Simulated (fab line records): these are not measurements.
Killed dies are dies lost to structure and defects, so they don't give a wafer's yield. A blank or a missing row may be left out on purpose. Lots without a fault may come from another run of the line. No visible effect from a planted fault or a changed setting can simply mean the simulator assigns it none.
Chamber matching	flow gf180mcu	cmp-02 running GF_STI_CMP_25: 4 sister chambers
The step polishes, stops on Si3N4, t overpolish 33 s, target thk 524.6 nm. 16 wafers are shown with their chamber, then 8 later ones without.

## WAFERS WITH THEIR CHAMBER
wafer	chamber	motor_current_A (A)	time_to_endpoint_s (s)	overpolish_run_s (s)
L082.4	2	12.3	128	32.992
L082.5	1	11.3	118	32.997
L082.6	0	11.0	123	33.010
L084.2	0	11.1	116	32.988
L084.4	2	12.4	120	33.010
L084.6	2	11.9	120	32.991
L086.3	3	12.6	129	33.001
L086.5	0	11.1	111	32.996
L086.6	1	10.7	109	33.010
L087.1	1	11.2	107	33.014
L087.3	0	10.6	113	32.994
L087.6	3	13.3	128	32.993
L088.1	0	11.0	113	32.994
L088.2	1	12.0	111	33.010
L088.6	2	11.9	119	33.003
L089.1	0	11.0	118	32.998

SIGNATURES (means of the wafers above)
reading	chamber 0	chamber 1	chamber 2	chamber 3	scatter within a chamber
motor_current_A	10.967	11.300	12.125	12.950	0.352
time_to_endpoint_s	115.67	111.25	121.75	128.50	4.26
overpolish_run_s	32.99667	33.00775	32.99900	32.99700	0.00772
Rule: distance of a wafer from a chamber = root of the sum over the readings of ((wafer's reading minus chamber's mean) / reading's scatter) squared. If the next closest chamber is less than 2 further off than the closest, the wafer can't be placed; otherwise it belongs to the closest. The scatter: the root of (the sum of the squares of (reading less its chamber's mean) over the shown wafers, divided by (wafers less chambers)).

## WAFERS WITH NO CHAMBER GIVEN
wafer	motor_current_A (A)	time_to_endpoint_s (s)	overpolish_run_s (s)
L089.4	11.6	115	33.006
L089.6	11.1	117	33.004
L092.1	11.5	127	32.978
L092.5	11.4	109	32.996
L092.6	12.3	121	32.995
L096.1	11.5	116	33.005
L096.4	10.8	120	33.000
L096.5	12.9	138	32.987

## EACH ONE'S CHAMBER
wafer	from the rows above	in truth
L089.4	can't be placed: 1 or 0 or 2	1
L089.6	can't be placed: 0 or 1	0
L092.1	can't be placed: 2 or 0 or 3 or 1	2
L092.5	can't be placed: 1 or 0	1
L092.6	can't be placed: 2 or 3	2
L096.1	can't be placed: 1 or 0 or 2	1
L096.4	can't be placed: 0 or 1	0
L096.5	3	3
Correctly placed: 1 of 8. From these rows, 7 cannot be placed; in 7 the true chamber is one of the candidates. 0 placed wrongly.
